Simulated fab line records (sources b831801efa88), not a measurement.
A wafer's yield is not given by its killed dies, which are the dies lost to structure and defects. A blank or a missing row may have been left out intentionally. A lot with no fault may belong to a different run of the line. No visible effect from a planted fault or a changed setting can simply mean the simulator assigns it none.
fab line records ; flow gf180mcu
record: lots: 14; wafers: 42; last-day: 34
route steps=602 shown DNWELL@36 VT_IMPLANT@99
lots with no fault: from the same line, run without faults
start-h: hours from the record's first day to the start of the lot's first wafer shown ; wait-h: hours since the lot's step before ; " identical to the entry in the row above ; L1.1+2: one row covering several wafers at once ; - no value present, or no start provided ; * or withheld: withheld ; < > ~ a bound
route shown NAME@n: a module of which the file shows steps, and the number in the route of the first ; usual: average and standard deviation across the fault-free wafers ; same: alike in all rows ; chamber/n: place in a boat ; sites: each site's reading ; _std_site: the standard deviation of these ; _edge_site: inner sites' mean taken away from outer sites' mean ; radius-mm: how far each site lies from the wafer's centre ; mask NAME#n: copy n ; behind: the last tool/chamber to shape the wafer ; hold: what put the lot on hold/how long, in hours/how the hold closed ; device: names the non-switching transistor (n, p or np) ; end of line: at the end of the route, the tests of the same wafers ; where a step has no rows: the recipe by itself ; killed: not the wafer's yield, but the dies lost to structure and defects at the first sort ; map: shows each die of a wafer: x if killed, . if not, _ if none is there
set.NAME: the setting the step ran with; set.NAME@STEP: the setting that earlier step ran with ; model.NAME: the simulator's own value behind a step, which no gauge read
steps of the route over a sample of lots; a table a step, a row a wafer
services: when a tool's chamber went out of use (start-h, in hours from the record's first day, below 0 if earlier), for how many hours, and the reason
== steps ==
step: GF_DNWELL_EXPOSE_04
recipe: mask-id: DNWELL; target-cd-nm: 1700; na: 0.6; source-shape: conventional; sigma-outer: 0.6; dose-mj: 260
usual: exposure-dose-mJ-cm2: 259.94/0.23; focus-offset-nm: 0.1/0.52; na: 0.6/0
lot.wafer;tool;chamber;start-h;wait-h;mask;exposure-dose-mJ-cm2;focus-offset-nm;na
L137.1;iline-stepper-02;0;41.13;-;DNWELL#0;260.35;0.4;0.6
L137.2;iline-stepper-02;0;41.13;-;DNWELL#0;259.83;-0.7;0.6
L137.4;iline-stepper-02;0;41.13;-;DNWELL#0;259.95;-0.3;0.6
L138.1;iline-stepper-01;0;46.68;-;DNWELL#0;260.28;-0.2;0.6
L138.5;iline-stepper-01;0;46.68;-;DNWELL#0;260.08;0.6;0.6
L138.6;iline-stepper-01;0;46.68;-;DNWELL#0;260.46;-0.6;0.6
L139.2;iline-stepper-02;0;52.41;-;DNWELL#0;259.80;-0.2;0.6
L139.4;iline-stepper-02;0;52.41;-;DNWELL#0;259.78;0.4;0.6
L139.5;iline-stepper-02;0;52.41;-;DNWELL#0;259.64;0.2;0.6
L140.1;iline-stepper-01;0;56.27;-;DNWELL#0;259.85;-0.2;0.6
L140.3;iline-stepper-01;0;56.27;-;DNWELL#0;259.91;0.8;0.6
L140.4;iline-stepper-01;0;56.27;-;DNWELL#0;259.80;-0.4;0.6
L141.2;iline-stepper-01;0;64.59;-;DNWELL#0;260.13;1.2;0.6
L141.5;iline-stepper-01;0;64.59;-;DNWELL#0;259.79;0.7;0.6
L141.6;iline-stepper-01;0;64.59;-;DNWELL#0;259.91;0.6;0.6
L143.2;iline-stepper-02;-;73.31;-;DNWELL#0;-;-;-
L143.5;iline-stepper-02;-;73.31;-;DNWELL#0;-;-;-
L143.6;iline-stepper-02;-;73.31;-;DNWELL#0;-;-;-
L144.2;iline-stepper-01;-;80.55;-;DNWELL#0;-;-;-
L144.5;iline-stepper-01;-;80.55;-;DNWELL#0;-;-;-
L144.6;iline-stepper-01;-;80.55;-;DNWELL#0;-;-;-
L153.3;iline-stepper-01;0;126.42;-;DNWELL#0;260.24;-1.0;0.6
L153.4;iline-stepper-01;0;126.42;-;DNWELL#0;259.82;-0.1;0.6
L153.6;iline-stepper-01;0;126.42;-;DNWELL#0;260.09;0.2;0.6
L154.1;iline-stepper-02;0;133.79;-;DNWELL#0;259.61;-0.6;0.6
L154.3;iline-stepper-02;0;133.79;-;DNWELL#0;259.64;0.4;0.6
L154.4;iline-stepper-02;0;133.79;-;DNWELL#0;259.77;0.3;0.6
L155.1;iline-stepper-02;0;137.95;-;DNWELL#0;260.05;-0.2;0.6
L155.2;iline-stepper-02;0;137.95;-;DNWELL#0;260.10;-0.1;0.6
L155.3;iline-stepper-02;0;137.95;-;DNWELL#0;259.71;0.1;0.6
L156.1;iline-stepper-02;0;142.05;-;DNWELL#0;259.43;-0.3;0.6
L156.2;iline-stepper-02;0;142.05;-;DNWELL#0;259.91;-0.5;0.6
L156.3;iline-stepper-02;0;142.05;-;DNWELL#0;259.42;-0.4;0.6
L157.1;iline-stepper-01;0;145.52;-;DNWELL#0;259.88;0.1;0.6
L157.2;iline-stepper-01;0;145.52;-;DNWELL#0;259.66;1.5;0.6
L157.5;iline-stepper-01;0;145.52;-;DNWELL#0;259.79;0.1;0.6
L158.3;iline-stepper-01;0;152.65;-;DNWELL#0;259.82;0.3;0.6
L158.5;iline-stepper-01;0;152.65;-;DNWELL#0;259.88;0.5;0.6
L158.6;iline-stepper-01;0;152.65;-;DNWELL#0;260.00;0.2;0.6
L159.2;iline-stepper-02;0;156.09;-;DNWELL#0;260.26;-0.4;0.6
L159.3;iline-stepper-02;0;156.09;-;DNWELL#0;259.51;-0.7;0.6
L159.5;iline-stepper-02;0;156.09;-;DNWELL#0;260.14;-0.6;0.6
step: GF_DNWELL_TW_MEAS_09
usual: DNWELL_TW: 1349/9.2
lot.wafer;tool;chamber;start-h;wait-h;hold;DNWELL_TW
L137.1;film-metro-02;-;47.50;0.1;-;1355
L137.2;film-metro-02;-;47.50;0.1;-;1356
L137.4;film-metro-02;-;47.50;0.1;-;1358
L138.1;film-metro-03;-;52.87;0.1;-;1348
L138.5;film-metro-03;-;52.87;0.1;-;1356
L138.6;film-metro-03;-;52.87;0.1;-;1356
L139.2;film-metro-02;-;59.26;0.1;-;1343
L139.4;film-metro-02;-;59.26;0.1;-;1350
L139.5;film-metro-02;-;59.26;0.1;-;1361
L140.1;film-metro-03;-;62.90;0.1;-;1361
L140.3;film-metro-03;-;62.90;0.1;-;1366
L140.4;film-metro-03;-;62.90;0.1;-;1355
L141.2;film-metro-03;-;71.46;0.1;-;1359
L141.5;film-metro-03;-;71.46;0.1;-;1369
L141.6;film-metro-03;-;71.46;0.1;-;1366
L143.2;film-metro-04;-;79.71;0.1;await-dispo/0.2h/release;31
L143.5;film-metro-04;-;79.71;0.1;await-dispo/0.2h/release;31
L143.6;film-metro-04;-;79.71;0.1;await-dispo/0.2h/release;31
L143.2;film-metro-04;-;79.98;0.3;-;31
L143.5;film-metro-04;-;79.98;0.3;-;31
L143.6;film-metro-04;-;79.98;0.3;-;31
L144.2;film-metro-03;-;87.97;0.1;await-dispo/0.2h/release;31
L144.5;film-metro-03;-;87.97;0.1;await-dispo/0.2h/release;31
L144.6;film-metro-03;-;87.97;0.1;await-dispo/0.2h/release;31
L144.2;film-metro-03;-;88.19;0.2;-;31
L144.5;film-metro-03;-;88.19;0.2;-;31
L144.6;film-metro-03;-;88.19;0.2;-;31
L153.3;film-metro-02;-;133.92;0.1;-;1359
L153.4;film-metro-02;-;133.92;0.1;-;1360
L153.6;film-metro-02;-;133.92;0.1;-;1359
L154.1;film-metro-04;-;140.85;0.1;-;1341
L154.3;film-metro-04;-;140.85;0.1;-;1336
L154.4;film-metro-04;-;140.85;0.1;-;1335
L155.1;film-metro-04;-;145.75;0.1;-;1344
L155.2;film-metro-04;-;145.75;0.1;-;1343
L155.3;film-metro-04;-;145.75;0.1;-;1349
L156.1;film-metro-03;-;150.00;0.1;-;1357
L156.2;film-metro-03;-;150.00;0.1;-;1354
L156.3;film-metro-03;-;150.00;0.1;-;1358
L157.1;film-metro-02;-;153.95;0.1;-;1345
L157.2;film-metro-02;-;153.95;0.1;-;1347
L157.5;film-metro-02;-;153.95;0.1;-;1349
L158.3;film-metro-02;-;160.50;0.1;-;1357
L158.5;film-metro-02;-;160.50;0.1;-;1352
L158.6;film-metro-02;-;160.50;0.1;-;1356
L159.2;film-metro-04;-;163.71;0.1;-;1344
L159.3;film-metro-04;-;163.71;0.1;-;1346
L159.5;film-metro-04;-;163.71;0.1;-;1339
step: GF_VT_IMPLANT_STRIP_09
recipe: chemistry: O2/N2; power-w: 1400; pressure-mtorr: 1500; platen-temp-c: 250; o2-flow-sccm: 3000; n2-flow-sccm: 300; overash-fraction: 0.5
usual: drypump-motor-current-A: 6.1/0.32; heater-power-w: 307/21; oes-product-au: 0.715/0.0045; strip-time-to-endpoint-s: 12.63/0.031
lot.wafer;tool;chamber;start-h;wait-h;drypump-motor-current-A;heater-power-w;oes-product-au;rf-hours-counter-h;strip-time-to-endpoint-s
L137.1;plasma-asher-02;0;114.66;0.1;6.3;294;0.710;42;12.65
L137.2;plasma-asher-02;1;114.66;0.1;5.5;342;0.717;42;12.60
L137.4;plasma-asher-02;1;114.66;0.1;5.5;326;0.718;-;12.60
L138.1;plasma-asher-01;1;121.81;0.1;6.0;315;0.709;34;12.64
L138.5;plasma-asher-01;0;121.81;0.1;6.5;322;0.718;-;12.64
L138.6;plasma-asher-01;1;121.81;0.1;6.0;314;0.717;-;12.65
L139.2;plasma-asher-04;0;128.81;0.1;6.0;291;0.716;1;12.62
L139.4;plasma-asher-04;0;128.81;0.1;6.0;275;0.716;-;12.65
L139.5;plasma-asher-04;1;128.81;0.1;6.2;269;0.716;-;12.66
L140.1;plasma-asher-01;0;132.61;0.1;6.5;320;0.712;35;12.64
L140.3;plasma-asher-01;1;132.61;0.1;6.0;312;0.714;-;12.63
L140.4;plasma-asher-01;0;132.61;0.1;6.5;322;0.715;-;12.66
L141.2;plasma-asher-02;1;141.71;0.1;5.5;334;0.718;45;12.61
L141.5;plasma-asher-02;1;141.71;0.1;5.5;336;0.714;-;12.60
L141.6;plasma-asher-02;0;141.71;0.1;6.3;298;0.716;-;12.58
L153.3;plasma-asher-04;1;214.97;0.1;6.2;272;0.719;-;12.61
L153.4;plasma-asher-04;0;214.97;0.1;6.0;284;0.710;-;12.61
L153.6;plasma-asher-04;1;214.97;0.1;6.2;265;0.717;-;12.60
L154.1;plasma-asher-04;0;223.84;0.1;6.0;287;0.716;11;12.60
L154.3;plasma-asher-04;0;223.84;0.1;6.0;287;0.717;-;12.60
L154.4;plasma-asher-04;1;223.84;0.1;6.2;262;0.714;-;12.62
L155.1;plasma-asher-02;1;231.25;0.1;5.4;336;0.718;53;12.64
L155.2;plasma-asher-02;0;231.25;0.1;6.3;297;0.710;53;12.67
L155.3;plasma-asher-02;0;231.25;0.1;6.3;295;0.719;-;12.62
L156.1;plasma-asher-02;1;233.49;0.1;5.5;331;0.715;53;12.64
L156.2;plasma-asher-02;0;233.49;0.1;6.2;304;0.721;53;12.62
L156.3;plasma-asher-02;0;233.49;0.1;6.2;294;0.708;-;12.60
L157.1;plasma-asher-01;0;238.61;0.1;6.5;325;0.724;47;12.63
L157.2;plasma-asher-01;1;238.61;0.1;6.1;314;0.715;47;12.62
L157.5;plasma-asher-01;0;238.61;0.1;6.5;322;0.714;-;12.64
L158.3;plasma-asher-02;1;246.19;0.1;5.5;338;0.714;-;12.60
L158.5;plasma-asher-02;1;246.19;0.1;5.5;337;0.719;-;12.60
L158.6;plasma-asher-02;0;246.19;0.1;6.2;301;0.710;-;12.61
L159.2;plasma-asher-04;1;250.21;0.1;6.2;271;0.715;14;12.61
L159.3;plasma-asher-04;0;250.21;0.1;6.0;285;0.718;-;12.58
L159.5;plasma-asher-04;0;250.21;0.1;6.0;285;0.716;-;12.60
step: GF_VT_IMPLANT_OVL_MEAS_29
usual: VT_IMPLANT_02_OVL: -0.1/1.7
lot.wafer;tool;chamber;start-h;wait-h;VT_IMPLANT_02_OVL[nm]
L137.1;overlay-01;-;145.15;0.1;1.6
L137.2;overlay-01;-;145.15;0.1;1.2
L137.4;overlay-01;-;145.15;0.1;1.6
L138.1;overlay-02;-;153.02;0.1;0.4
L138.5;overlay-02;-;153.02;0.1;-1.1
L138.6;overlay-02;-;153.02;0.1;-0.7
L139.2;overlay-01;-;158.77;0.1;1.9
L139.4;overlay-01;-;158.77;0.1;1.3
L139.5;overlay-01;-;158.77;0.1;1.7
L140.1;overlay-02;-;162.52;0.1;-1.7
L140.3;overlay-02;-;162.52;0.1;-2.9
L140.4;overlay-02;-;162.52;0.1;-1.3
L141.2;overlay-02;-;172.88;0.1;1.5
L141.5;overlay-02;-;172.88;0.1;1.4
L141.6;overlay-02;-;172.88;0.1;-1.9
L153.3;overlay-02;-;250.83;0.1;-0.8
L153.4;overlay-02;-;250.83;0.1;-0.2
L153.6;overlay-02;-;250.83;0.1;0.5
L154.1;overlay-01;-;260.55;0.1;0.0
L154.3;overlay-01;-;260.55;0.1;0.2
L154.4;overlay-01;-;260.55;0.1;-0.2
L155.1;overlay-02;-;268.05;0.1;1.9
L155.2;overlay-02;-;268.05;0.1;2.0
L155.3;overlay-02;-;268.05;0.1;2.7
L156.1;overlay-02;-;271.12;0.1;-2.9
L156.2;overlay-02;-;271.12;0.1;-1.9
L156.3;overlay-02;-;271.12;0.1;-1.5
L157.1;overlay-01;-;276.52;0.1;-0.3
L157.2;overlay-01;-;276.52;0.1;0.2
L157.5;overlay-01;-;276.52;0.1;0.4
L158.3;overlay-02;-;284.58;0.1;2.2
L158.5;overlay-02;-;284.58;0.1;2.0
L158.6;overlay-02;-;284.58;0.1;1.2
L159.2;overlay-02;-;289.66;0.1;0.5
L159.3;overlay-02;-;289.66;0.1;-0.4
L159.5;overlay-02;-;289.66;0.1;0.0
step: GF_VT_IMPLANT_OVL_MEAS_40
usual: VT_IMPLANT_03_OVL: -0.4/1.5
lot.wafer;tool;chamber;start-h;wait-h;VT_IMPLANT_03_OVL[nm]
L137.1;overlay-02;-;161.57;0.1;-1.9
L137.2;overlay-02;-;161.57;0.1;1.0
L137.4;overlay-02;-;161.57;0.1;0.1
L138.1;overlay-01;-;169.17;0.1;-0.2
L138.5;overlay-01;-;169.17;0.1;-0.6
L138.6;overlay-01;-;169.17;0.1;1.2
L139.2;overlay-01;-;174.81;0.1;1.6
L139.4;overlay-01;-;174.81;0.1;1.5
L139.5;overlay-01;-;174.81;0.1;1.6
L140.1;overlay-01;-;178.72;0.1;-2.9
L140.3;overlay-01;-;178.72;0.1;-2.5
L140.4;overlay-01;-;178.72;0.1;-2.0
L141.2;overlay-01;-;189.11;0.1;1.1
L141.5;overlay-01;-;189.11;0.1;2.2
L141.6;overlay-01;-;189.11;0.1;2.7
L153.3;overlay-02;-;270.21;0.1;-1.5
L153.4;overlay-02;-;270.21;0.1;0.1
L153.6;overlay-02;-;270.21;0.1;-1.8
L154.1;overlay-01;-;279.92;0.1;-1.6
L154.3;overlay-01;-;279.92;0.1;-0.7
L154.4;overlay-01;-;279.92;0.1;0.6
L155.1;overlay-01;-;286.82;0.1;0.7
L155.2;overlay-01;-;286.82;0.1;-0.4
L155.3;overlay-01;-;286.82;0.1;-0.9
L156.1;overlay-01;-;290.62;0.1;1.0
L156.2;overlay-01;-;290.62;0.1;0.3
L156.3;overlay-01;-;290.62;0.1;-0.6
L157.1;overlay-02;-;296.47;0.1;-1.2
L157.2;overlay-02;-;296.47;0.1;0.2
L157.5;overlay-02;-;296.47;0.1;1.3
L158.3;overlay-01;-;304.78;0.1;-0.1
L158.5;overlay-01;-;304.78;0.1;0.4
L158.6;overlay-01;-;304.78;0.1;0.7
L159.2;overlay-02;-;308.97;0.1;-1.8
L159.3;overlay-02;-;308.97;0.1;-2.2
L159.5;overlay-02;-;308.97;0.1;0.1
== services ==
tool;chamber;start-h;hours;kind
iline-stepper-01;-;48.26;7.8;repair
plasma-asher-02;-;73.38;0.6;repair
plasma-asher-04;-;102.36;1.9;repair
plasma-asher-04;-;108.75;9.0;pm
plasma-asher-04;0;108.75;9.0;vent-cycle
plasma-asher-04;1;108.75;9.0;vent-cycle
iline-stepper-01;-;116.55;1.7;pm
plasma-asher-04;0;117.75;-;clean
plasma-asher-04;1;117.75;-;clean
plasma-asher-02;-;182.68;14.6;pm
iline-stepper-02;-;183.76;1.7;pm
iline-stepper-02;-;207.89;2.1;pm
iline-stepper-02;-;209.97;-;consumable-replace:lamp
plasma-asher-02;-;222.63;0.7;repair
== key ==
first-sign: step: GF_DNWELL_EXPOSE_04; reading: tool-record; direction: missing
effect: step: GF_DNWELL_TW_MEAS_09; reading: visit; direction: added
effect: step: GF_DNWELL_TW_MEAS_09; reading: DNWELL_TW; direction: down; sigmas: 99+; usual: 1349; struck: 31
met-at GF_DNWELL_EXPOSE_04
struck-lots L143,L144
scrapped-behind GF_DNWELL_TW_MEAS_09 L143.2,L143.5,L143.6,L144.2,L144.5,L144.6
not-acting-at GF_VT_IMPLANT_STRIP_09,GF_VT_IMPLANT_OVL_MEAS_29,GF_VT_IMPLANT_OVL_MEAS_40
onset-between 64.59 73.31
fault: kind: skipped-step-whole; tool: iline-stepper-01,iline-stepper-02; chamber: -; onset-h: 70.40; steps: GF_DNWELL_EXPOSE_04; scope: struck-lots-only
